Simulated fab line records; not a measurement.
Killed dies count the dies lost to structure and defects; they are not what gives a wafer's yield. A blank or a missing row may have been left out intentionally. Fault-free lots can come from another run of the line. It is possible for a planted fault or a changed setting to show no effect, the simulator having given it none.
Which tool is to blame?    flow gf180mcu    39 wafers from 13 lots sampled at 3 of the route's 602 steps

## WHAT THE GAUGES READ, wafer by wafer
GF_MVPSD_TW_MEAS_11. Usual: for MVPSD_TW the level is 557.0 and the standard deviation is 2.7.
lot   measured      on             MVPSD_TW           flag
L422  day 4 23:50   film-metro-02  560.8 562.2 560.7  
L423  day 5 06:16   film-metro-02  557.0 557.8 555.9  
L424  day 5 11:50   film-metro-02  556.2 553.7 552.3  
L425  day 5 19:03   film-metro-03  551.1 551.0 553.0  
L427  day 6 04:51   film-metro-02  556.0 555.2 553.7  
L428  day 6 11:32   film-metro-02  557.2 557.5 560.1  
L433  day 7 21:29   film-metro-02  557.3 559.3 557.3  
L435  day 8 07:47   film-metro-03  555.2 557.0 553.8  
L436  day 8 15:38   film-metro-04  556.2 560.1 559.2  
L438  day 9 04:17   film-metro-03  552.9 556.1 554.2  
L443  day 10 13:03  film-metro-04  555.5 556.4 557.3  
L444  day 10 13:25  film-metro-04  557.5 554.7 557.1  
L445  day 10 17:02  film-metro-04  556.3 560.2 557.6  

GF_VT_IMPLANT_RS_MEAS_47: measurement is done with a four-point probe. Usual: for NWELL_RS the level is 487.4 ohm/sq and the standard deviation is 1.3.
lot   measured      on             NWELL_RS (ohm/sq)  flag
L422  day 7 10:59   film-metro-03  486.9 488.0 488.4  
L423  day 7 18:26   film-metro-02  489.1 489.4 489.8  
L424  day 8 01:50   film-metro-03  489.3 488.4 489.0  
L425  day 8 09:14   film-metro-04  486.1 486.3 486.2  
L427  day 8 21:01   film-metro-02  487.5 489.3 487.9  
L428  day 9 03:58   film-metro-04  487.6 486.8 487.2  
L433  day 10 16:51  film-metro-02  487.8 487.0 487.5  
L435  day 11 06:34  film-metro-02  487.7 488.4 488.0  
L436  day 11 15:22  film-metro-03  485.4 486.8 487.1  
L438  day 12 05:58  film-metro-03  487.5 488.0 487.8  
L443  day 13 18:58  film-metro-04  486.7 484.8 486.3  
L444  day 13 19:58  film-metro-03  486.6 487.7 486.6  
L445  day 13 23:44  film-metro-02  486.3 487.1 488.2  

## EACH LOT AND THE TOOL THAT RAN IT (in order: tool; ch and the chambers of the sampled wafers; start)
lot   GF_VT_IMPLANT_STRIP_42
L422  plasma-asher-02 ch 0,1, day 7 10:33
L423  plasma-asher-02 ch 0,1, day 7 17:56
L424  plasma-asher-01 ch 0,1, day 8 01:25
L425  plasma-asher-02 ch 0,1, day 8 08:49
L427  plasma-asher-03 ch 0,1, day 8 20:33
L428  plasma-asher-02 ch 1, day 9 03:28
L433  plasma-asher-03 ch 0,1, day 10 16:23
L435  plasma-asher-02 ch 0,1, day 11 06:08
L436  plasma-asher-03 ch 0,1, day 11 14:55
L438  plasma-asher-03 ch 0,1, day 12 05:29
L443  plasma-asher-03 ch 0,1, day 13 18:32
L444  plasma-asher-02 ch 0,1, day 13 19:30
L445  plasma-asher-02 ch 0,1, day 13 23:18
- GF_VT_IMPLANT_STRIP_42: strips in O2/N2.

## AS READ BY THE TOOLS THEMSELVES (means over the sampled wafers that have a number; for cases with no such wafer, the mark the record gives instead)
GF_VT_IMPLANT_STRIP_42. Usual: drypump-motor-current-A 5.81 A, standard deviation 0.28; heater-power-w 325 W, standard deviation 34; n2-flow-sccm 300.0 sccm, standard deviation 0.83; oes-product-au 0.717 a.u., standard deviation 0.0047; strip-time-to-endpoint-s 12.62 s, standard deviation 0.031.
lot   tool             drypump-motor-current-A (A)  heater-power-w (W)  n2-flow-sccm (sccm)  oes-product-au (a.u.)  strip-time-to-endpoint-s (s)  flag
L422  plasma-asher-02  5.99                         327                 299.7                0.715                  12.66                         
L423  plasma-asher-02  6.02                         306                 300.5                0.718                  12.63                         
L424  plasma-asher-01  6.11                         323                 299.6                0.716                  12.60                         
L425  plasma-asher-02  5.99                         313                 299.4                0.717                  12.60                         
L427  plasma-asher-03  5.45                         347                 300.2                0.716                  12.63                         
L428  plasma-asher-02  5.96                         360                 301.3                0.719                  12.68                         
L433  plasma-asher-03  5.46                         323                 298.9                0.713                  12.66                         
L435  plasma-asher-02  6.01                         307                 299.4                0.717                  12.63                         
L436  plasma-asher-03  5.47                         347                 300.7                0.720                  12.63                         
L438  plasma-asher-03  5.47                         314                 299.6                0.719                  12.65                         
L443  plasma-asher-03  5.47                         353                 299.4                0.715                  12.61                         
L444  plasma-asher-02  6.00                         305                 299.2                0.716                  12.63                         
L445  plasma-asher-02  5.98                         329                 299.7                0.720                  12.60                         

## THE ANSWER, worked out from the rows above alone
Rule: a lot is off if the mean of its wafers that have a number lies more than 3 standard deviations from the usual mean. A lot without any number at a reading at which 4 lots or more have one is off too. Any other lot the step has rows for is counted as sound. After the gauges, taken in route order, come the tools' own readings; for these a lot's mean is taken, as printed above. The first step at which some lot is off is used, and at that step the reading that is off furthest; a lot without a number counts as furthest.
None of the lots is off at any reading shown; this tells nothing.

## WHAT THE SIMULATOR PUT IN
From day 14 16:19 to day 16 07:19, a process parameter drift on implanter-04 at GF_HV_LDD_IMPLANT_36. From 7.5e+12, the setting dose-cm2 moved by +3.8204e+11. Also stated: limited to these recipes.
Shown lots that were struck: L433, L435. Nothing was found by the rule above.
